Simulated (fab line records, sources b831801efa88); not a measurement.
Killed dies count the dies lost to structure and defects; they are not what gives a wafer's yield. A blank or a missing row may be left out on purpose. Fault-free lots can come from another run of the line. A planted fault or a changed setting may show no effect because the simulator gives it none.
Which of the tools did it? ; flow sky130 ; 36 wafers sampled from 12 lots at 1 step of a route of 708

WHAT EACH GAUGE READ, for each wafer
SKY_FIELD_ISO_THK_MEAS_04. Usual: FIELD_ISO_CVD_03_THK typically reads 165.6 nm, with standard deviation 1.5.
lot;measured;on;FIELD_ISO_CVD_03_THK (nm);flag
L704;day 1 18:29;film-metro-02;165.7 166.2 168.0;
L706;day 2 07:56;film-metro-03;164.3 164.1 163.8;
L709;day 2 21:15;film-metro-01;166.1 166.5 165.7;
L710;day 3 03:26;film-metro-02;164.5 164.5 163.0;
L712;day 3 13:02;film-metro-02;164.4 163.9 166.2;
L715;day 4 01:35;film-metro-01;166.1 167.7 166.8;
L716;day 4 07:52;film-metro-03;165.3 165.5 165.5;
L719;day 4 22:30;film-metro-03;165.8 164.9 166.2;
L721;day 5 08:56;film-metro-03;165.7 165.7 166.3;
L724;day 5 22:35;film-metro-02;167.0 167.4 166.5;
L725;day 6 04:20;film-metro-03;166.4 164.6 165.6;
L726;day 6 08:29;film-metro-03;164.7 164.8 163.9;

WHICH TOOL RAN EACH LOT (tool, then ch and the chambers of the sampled wafers, then the start)
No process step before these readings appears in the record.

WHAT THE TOOLS THEMSELVES READ (means of the sampled wafers that have a number; where no wafer has one, the mark that the record gives instead)
The record holds no such reading with a usual standard deviation.

THE ANSWER, worked out from the rows above alone
Rule: a lot is off if the mean of its wafers that have a number lies more than 3 standard deviations from the usual mean. Also off: a lot with no number at a reading for which 4 or more lots have one. Where the step has rows for the other lots, those lots are counted as sound. After the gauges, taken in route order, come the tools' own readings; for these a lot's mean is taken, as printed above. At the first step where some lot is off, the reading lying furthest off is the one used; lots without a number count as furthest.
No lot is off on any of the readings shown, so nothing can be concluded from this.

WHAT WAS PUT IN BY THE SIMULATOR
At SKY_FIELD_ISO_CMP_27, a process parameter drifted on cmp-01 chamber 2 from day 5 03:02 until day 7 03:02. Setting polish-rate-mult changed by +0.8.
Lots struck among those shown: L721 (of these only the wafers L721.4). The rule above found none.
